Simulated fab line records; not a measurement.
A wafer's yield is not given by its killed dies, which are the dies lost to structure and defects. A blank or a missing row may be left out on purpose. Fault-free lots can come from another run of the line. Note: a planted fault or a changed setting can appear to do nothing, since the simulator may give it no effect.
fab line records	flow gf180mcu
record: lots: 13	wafers: 39	last-day: 34
route steps=602 shown NWELL@46 LVPWELL@65 MVPSD@88 VT_IMPLANT@97
lots that met no fault: from a run of the same line without faults
start-h: the number of hours between the record's first day and the start of the first shown wafer of the lot	wait-h: hours from the lot's prior step to this one	" identical to the entry in the row above	L1.1+2: one row covering several wafers at once	- value missing, or start not given	* or withheld: withheld	< > ~ a bound
route shown NAME@n: a module of which the file shows steps, and the number in the route of the first	usual: mean/standard deviation of fault-free wafers	same: alike in all rows	chamber/n: place in a boat	sites: readings site by site	_std_site: the values' standard deviation	_edge_site: inner sites' mean taken away from outer sites' mean	radius-mm: for every site, how far away it sits from the centre of the wafer	mask NAME#n: copy n	behind: the last tool/chamber to shape the wafer	hold: why the lot went on hold/how many hours it stayed there/how the hold came to an end	device: the transistor (n, p or np) that didn't switch	end of line: tests run on the same wafers once the route is complete	step lacking rows: just its recipe	killed: dies lost to structure and defects at the first sort, not the wafer's yield	map: shows each die of a wafer: x if killed, . if not, _ if none is there
set.NAME: the setting the step ran with; set.NAME@STEP: the setting that earlier step ran with	model.NAME: the simulator's own value behind a step, which no gauge read
steps of the route over a sample of lots; a table a step, a row a wafer
services: when a tool's chamber went out of use (start-h, in hours from the record's first day, below 0 if earlier), for how many hours, and the reason
== steps ==
step: GF_NWELL_EXPOSE_04
recipe: mask-id: Nwell	target-cd-nm: 860	na: 0.6	source-shape: conventional	sigma-outer: 0.6	dose-mj: 260
same: sigma-outer: 0.6
lot.wafer	tool	chamber	start-h	wait-h	mask
L222.2+4+6	iline-stepper-01	0	50.80	-	Nwell#0
L223.1+2+3	iline-stepper-02	0	56.57	-	Nwell#0
L224.1+3+6	iline-stepper-02	0	59.93	-	Nwell#0
L225.1+3+4	iline-stepper-01	0	65.42	-	Nwell#0
L227.4+5+6	iline-stepper-02	0	76.54	-	Nwell#0
L228.2+4+5	iline-stepper-01	0	80.94	-	Nwell#0
L230.2+3+6	iline-stepper-02	0	97.34	-	Nwell#0
L231.1+3+4	iline-stepper-01	0	103.27	-	Nwell#0
L232.1+4+6	iline-stepper-02	0	106.97	-	Nwell#0
L235.2+5+6	iline-stepper-01	0	120.42	-	LVPWELL#0
L238.3+4+6	iline-stepper-02	0	136.97	-	Nwell#0
L244.2+3+5	iline-stepper-02	0	169.65	-	Nwell#0
L245.3+5+6	iline-stepper-02	0	173.68	-	Nwell#0
step: GF_NWELL_OVL_MEAS_07
usual: NWELL_OVL: -0.2/1.2
lot.wafer	tool	chamber	start-h	wait-h	NWELL_OVL[nm]
L222.2	overlay-02	-	56.59	-	0.0
L222.4	"	-	"	"	0.3
L222.6	"	-	"	"	-0.8
L223.1	overlay-02	-	63.10	-	1.2
L223.2	"	-	"	"	-0.7
L223.3	"	-	"	"	-1.3
L224.1	overlay-01	-	66.29	-	1.1
L224.3	"	-	"	"	-0.8
L224.6	"	-	"	"	0.0
L225.1	overlay-01	-	71.58	-	0.0
L225.3	"	-	"	"	-0.7
L225.4	"	-	"	"	0.8
L227.4	overlay-01	-	82.45	-	0.1
L227.5	"	-	"	"	-1.0
L227.6	"	-	"	"	-2.3
L228.2	overlay-02	-	87.05	-	-1.1
L228.4	"	-	"	"	0.8
L228.5	"	-	"	"	-0.7
L230.2	overlay-01	-	104.34	-	-0.1
L230.3	"	-	"	"	-0.4
L230.6	"	-	"	"	0.3
L231.1	overlay-01	-	110.34	-	-1.4
L231.3	"	-	"	"	0.3
L231.4	"	-	"	"	0.4
L232.1	overlay-02	-	113.98	-	0.0
L232.4	"	-	"	"	0.6
L232.6	"	-	"	"	-1.4
L235.2	overlay-02	-	128.45	-	-
L235.5	"	-	"	"	-
L235.6	"	-	"	"	-
L238.3	overlay-01	-	144.74	-	-3.0
L238.4	"	-	"	"	-2.6
L238.6	"	-	"	"	-3.3
L244.2	overlay-02	-	177.50	-	1.8
L244.3	"	-	"	"	1.6
L244.5	"	-	"	"	0.4
L245.3	overlay-01	-	181.81	-	-1.0
L245.5	"	-	"	"	-0.7
L245.6	"	-	"	"	0.4
step: GF_NWELL_TW_MEAS_11
usual: NWELL_TW: 1561/13
lot.wafer	tool	chamber	start-h	wait-h	NWELL_TW
L222.2	film-metro-03	-	57.03	0.1	1570
L222.4	"	-	"	"	1577
L222.6	"	-	"	"	1568
L223.1	film-metro-02	-	63.53	0.1	1568
L223.2	"	-	"	"	1560
L223.3	"	-	"	"	1564
L224.1	film-metro-04	-	66.73	0.1	1571
L224.3	"	-	"	"	1567
L224.6	"	-	"	"	1562
L225.1	film-metro-04	-	72.02	0.1	1549
L225.3	"	-	"	"	1551
L225.4	"	-	"	"	1546
L227.4	film-metro-04	-	82.90	0.1	1549
L227.5	"	-	"	"	1550
L227.6	"	-	"	"	1553
L228.2	film-metro-04	-	87.49	0.1	1549
L228.4	"	-	"	"	1557
L228.5	"	-	"	"	1540
L230.2	film-metro-02	-	104.78	0.1	1566
L230.3	"	-	"	"	1553
L230.6	"	-	"	"	1553
L231.1	film-metro-04	-	110.78	0.1	1546
L231.3	"	-	"	"	1553
L231.4	"	-	"	"	1557
L232.1	film-metro-02	-	114.42	0.1	1552
L232.4	"	-	"	"	1548
L232.6	"	-	"	"	1554
L235.2	film-metro-02	-	128.89	0.1	30
L235.5	"	-	"	"	30
L235.6	"	-	"	"	30
L238.3	film-metro-04	-	145.19	0.1	1541
L238.4	"	-	"	"	1551
L238.6	"	-	"	"	1548
L244.2	film-metro-04	-	177.94	0.1	1548
L244.3	"	-	"	"	1550
L244.5	"	-	"	"	1549
L245.3	film-metro-02	-	182.25	0.1	1587
L245.5	"	-	"	"	1588
L245.6	"	-	"	"	1590
step: GF_LVPWELL_TW_MEAS_11
usual: LVPWELL_TW: 556/4.8
lot.wafer	tool	chamber	start-h	wait-h	LVPWELL_TW
L222.2	film-metro-03	-	69.99	0.1	559
L222.4	"	-	"	"	560
L222.6	"	-	"	"	558
L223.1	film-metro-02	-	76.68	0.1	553
L223.2	"	-	"	"	557
L223.3	"	-	"	"	552
L224.1	film-metro-04	-	79.98	0.1	549
L224.3	"	-	"	"	551
L224.6	"	-	"	"	551
L225.1	film-metro-02	-	84.93	0.1	553
L225.3	"	-	"	"	556
L225.4	"	-	"	"	554
L227.4	film-metro-04	-	96.41	0.1	550
L227.5	"	-	"	"	553
L227.6	"	-	"	"	549
L228.2	film-metro-03	-	102.19	0.1	558
L228.4	"	-	"	"	554
L228.5	"	-	"	"	559
L230.2	film-metro-02	-	119.74	0.1	553
L230.3	"	-	"	"	552
L230.6	"	-	"	"	552
L231.1	film-metro-04	-	126.18	0.1	549
L231.3	"	-	"	"	553
L231.4	"	-	"	"	550
L232.1	film-metro-04	-	130.13	0.1	551
L232.4	"	-	"	"	552
L232.6	"	-	"	"	552
L235.2	film-metro-02	-	144.69	0.1	1593
L235.5	"	-	"	"	1594
L235.6	"	-	"	"	1598
L238.3	film-metro-03	-	160.60	0.1	558
L238.4	"	-	"	"	562
L238.6	"	-	"	"	562
L244.2	film-metro-03	-	194.24	0.1	561
L244.3	"	-	"	"	561
L244.5	"	-	"	"	565
L245.3	film-metro-03	-	199.20	0.1	563
L245.5	"	-	"	"	566
L245.6	"	-	"	"	562
step: GF_MVPSD_STRIP_10
recipe: chemistry: O2/N2	power-w: 1400	pressure-mtorr: 1500	platen-temp-c: 250	o2-flow-sccm: 3000	n2-flow-sccm: 300	overash-fraction: 0.5
usual: drypump-motor-current-A: 5.3/0.41	heater-power-w: 342/22	oes-product-au: 0.722/0.0048	strip-time-to-endpoint-s: 36.97/0.12
lot.wafer	tool	chamber	start-h	wait-h	drypump-motor-current-A	heater-power-w	oes-product-au	rf-hours-counter-h	strip-time-to-endpoint-s
L222.2	plasma-asher-02	1	97.53	0.1	5.1	318	0.718	43	37.23
L222.4	"	0	"	"	5.6	335	0.721	-	37.09
L222.6	"	1	"	"	5.1	322	0.722	-	37.23
L223.1	plasma-asher-01	0	103.63	0.1	4.9	348	0.723	48	37.02
L223.2	"	1	"	"	6.1	352	0.723	48	37.09
L223.3	"	0	"	"	4.9	346	0.723	-	36.89
L224.1	plasma-asher-01	1	107.83	0.1	6.1	355	0.722	48	36.96
L224.3	"	1	"	"	6.1	355	0.717	-	36.88
L224.6	"	1	"	"	6.1	360	0.720	-	36.96
L225.1	plasma-asher-02	1	113.58	0.1	5.1	325	0.722	45	36.79
L225.3	"	0	"	"	5.6	344	0.718	-	36.89
L225.4	"	1	"	"	5.1	314	0.722	-	36.76
L227.4	plasma-asher-02	0	126.05	0.1	5.6	338	0.720	-	36.88
L227.5	"	0	"	"	5.7	345	0.726	-	36.88
L227.6	"	1	"	"	5.1	313	0.727	-	36.83
L228.2	plasma-asher-01	1	132.68	0.1	6.1	352	0.729	1	36.97
L228.4	"	0	"	"	4.9	338	0.719	-	36.87
L228.5	"	0	"	"	4.9	338	0.723	-	36.85
L230.2	plasma-asher-01	0	151.02	0.1	4.9	342	0.713	4	36.89
L230.3	"	0	"	"	4.9	328	0.732	-	36.90
L230.6	"	0	"	"	4.9	340	0.723	-	36.91
L231.1	plasma-asher-03	1	157.98	0.1	5.1	391	0.723	48	36.93
L231.3	"	0	"	"	5.0	330	0.720	-	36.94
L231.4	"	1	"	"	5.1	390	0.721	-	36.88
L232.1	plasma-asher-01	0	161.63	0.1	4.9	342	0.712	5	37.10
L232.4	"	0	"	"	4.9	339	0.725	-	37.01
L232.6	"	0	"	"	4.9	331	0.730	-	36.92
L235.2	plasma-asher-02	1	177.13	0.1	5.1	311	0.712	50	36.70
L235.5	"	1	"	"	5.1	310	0.714	-	36.86
L235.6	"	0	"	"	5.7	344	0.724	-	36.89
L238.3	plasma-asher-03	0	193.30	0.1	5.0	330	0.722	-	36.93
L238.4	"	1	"	"	5.1	377	0.726	-	36.89
L238.6	"	0	"	"	4.9	332	0.719	-	36.97
L244.2	plasma-asher-01	0	229.81	0.1	4.9	337	0.732	13	37.09
L244.3	"	1	"	"	6.1	353	0.723	-	37.02
L244.5	"	1	"	"	6.1	356	0.720	-	37.04
L245.3	plasma-asher-02	1	234.46	0.1	5.1	316	0.733	-	37.16
L245.5	"	0	"	"	5.6	343	0.719	-	37.10
L245.6	"	1	"	"	5.1	310	0.724	-	37.28
step: GF_VT_IMPLANT_OVL_MEAS_07
usual: VT_IMPLANT_OVL: -0.3/1.3
lot.wafer	tool	chamber	start-h	wait-h	VT_IMPLANT_OVL[nm]
L222.2	overlay-02	-	111.55	0.1	1.2
L222.4	"	-	"	"	-1.4
L222.6	"	-	"	"	-1.1
L223.1	overlay-02	-	118.38	0.1	0.5
L223.2	"	-	"	"	-0.1
L223.3	"	-	"	"	-0.1
L224.1	overlay-01	-	122.18	0.1	-1.0
L224.3	"	-	"	"	0.9
L224.6	"	-	"	"	-1.4
L225.1	overlay-02	-	129.38	0.1	0.2
L225.3	"	-	"	"	-0.1
L225.4	"	-	"	"	-1.7
L227.4	overlay-01	-	141.21	0.1	-1.3
L227.5	"	-	"	"	-0.2
L227.6	"	-	"	"	-1.4
L228.2	overlay-01	-	147.84	0.1	0.0
L228.4	"	-	"	"	-1.7
L228.5	"	-	"	"	-0.4
L230.2	overlay-01	-	166.89	0.1	0.0
L230.3	"	-	"	"	-2.8
L230.6	"	-	"	"	-1.6
L231.1	overlay-02	-	174.04	0.1	-2.0
L231.3	"	-	"	"	1.0
L231.4	"	-	"	"	0.4
L232.1	overlay-02	-	178.04	0.1	0.1
L232.4	"	-	"	"	-1.8
L232.6	"	-	"	"	0.1
L235.2	overlay-02	-	193.24	0.1	-0.4
L235.5	"	-	"	"	-1.5
L235.6	"	-	"	"	0.6
L238.3	overlay-02	-	209.95	0.1	1.2
L238.4	"	-	"	"	-0.6
L238.6	"	-	"	"	0.6
L244.2	overlay-01	-	247.15	0.1	-0.4
L244.3	"	-	"	"	0.6
L244.5	"	-	"	"	-0.2
L245.3	overlay-01	-	252.55	0.1	-0.7
L245.5	"	-	"	"	1.5
L245.6	"	-	"	"	0.7
step: GF_VT_IMPLANT_TW_MEAS_10
usual: VT_IMPLANT_TW: 560/5.2
lot.wafer	tool	chamber	start-h	wait-h	VT_IMPLANT_TW
L222.2	film-metro-04	-	111.84	0.1	556
L222.4	"	-	"	"	555
L222.6	"	-	"	"	555
L223.1	film-metro-04	-	118.67	0.1	556
L223.2	"	-	"	"	555
L223.3	"	-	"	"	554
L224.1	film-metro-01	-	122.47	0.1	561
L224.3	"	-	"	"	564
L224.6	"	-	"	"	563
L225.1	film-metro-03	-	129.67	0.1	568
L225.3	"	-	"	"	567
L225.4	"	-	"	"	566
L227.4	film-metro-04	-	141.51	0.1	553
L227.5	"	-	"	"	557
L227.6	"	-	"	"	557
L228.2	film-metro-03	-	148.13	0.1	564
L228.4	"	-	"	"	562
L228.5	"	-	"	"	565
L230.2	film-metro-04	-	167.18	0.1	555
L230.3	"	-	"	"	554
L230.6	"	-	"	"	555
L231.1	film-metro-03	-	174.33	0.1	563
L231.3	"	-	"	"	564
L231.4	"	-	"	"	562
L232.1	film-metro-01	-	178.33	0.1	560
L232.4	"	-	"	"	562
L232.6	"	-	"	"	561
L235.2	film-metro-01	-	193.53	0.1	560
L235.5	"	-	"	"	560
L235.6	"	-	"	"	562
L238.3	film-metro-03	-	210.25	0.1	564
L238.4	"	-	"	"	569
L238.6	"	-	"	"	567
L244.2	film-metro-04	-	247.44	0.1	557
L244.3	"	-	"	"	555
L244.5	"	-	"	"	556
L245.3	film-metro-04	-	252.85	0.1	555
L245.5	"	-	"	"	557
L245.6	"	-	"	"	557
== services ==
tool	chamber	start-h	hours	kind
iline-stepper-01	0	28.64	-	calibration
plasma-asher-02	-	59.13	1.0	repair
plasma-asher-02	-	63.88	5.8	repair
iline-stepper-01	-	71.46	7.6	repair
iline-stepper-02	-	90.29	1.7	pm
plasma-asher-01	-	108.75	9.0	pm
plasma-asher-01	0	108.75	9.0	vent-cycle
plasma-asher-01	1	108.75	9.0	vent-cycle
plasma-asher-01	0	117.75	-	clean
plasma-asher-01	1	117.75	-	clean
plasma-asher-02	-	130.61	0.7	repair
iline-stepper-02	0	132.62	-	calibration
plasma-asher-02	-	152.37	9.0	repair
plasma-asher-02	-	161.41	4.3	pm
iline-stepper-01	-	170.70	13.7	repair
== key ==
first-sign: step: GF_NWELL_EXPOSE_04	reading: mask	direction: changed
effect: step: GF_NWELL_OVL_MEAS_07	reading: NWELL_OVL	direction: missing
effect: step: GF_NWELL_TW_MEAS_11	reading: NWELL_TW	direction: down	sigmas: 99+	usual: 1561	struck: 30
effect: step: GF_LVPWELL_TW_MEAS_11	reading: LVPWELL_TW	direction: up	sigmas: 99+	usual: 556	struck: 1595
met-at GF_NWELL_EXPOSE_04
struck-lots L235
sort-left-out L235.2,L235.5,L235.6
tester-left-out L235
not-acting-at GF_MVPSD_STRIP_10,GF_VT_IMPLANT_OVL_MEAS_07,GF_VT_IMPLANT_TW_MEAS_10
onset-between 103.27 120.42
fault: kind: wrong-mask	tool: any	chamber: -	onset-h: 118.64	steps: GF_NWELL_EXPOSE_04	aux-copy: LVPWELL#0	scope: struck-lots-only
tester-left-out: of these lots the tester's yield and bins aren't shown, on N5 and GAA mostly nor the transistor test; their killed dies are dies lost to structure and defects alone, not to doping, threshold or leakage, so they don't give the yield
sort-left-out: the simulated sort isn't trusted on such a fault, so these wafers' sort isn't shown, and their yield isn't known
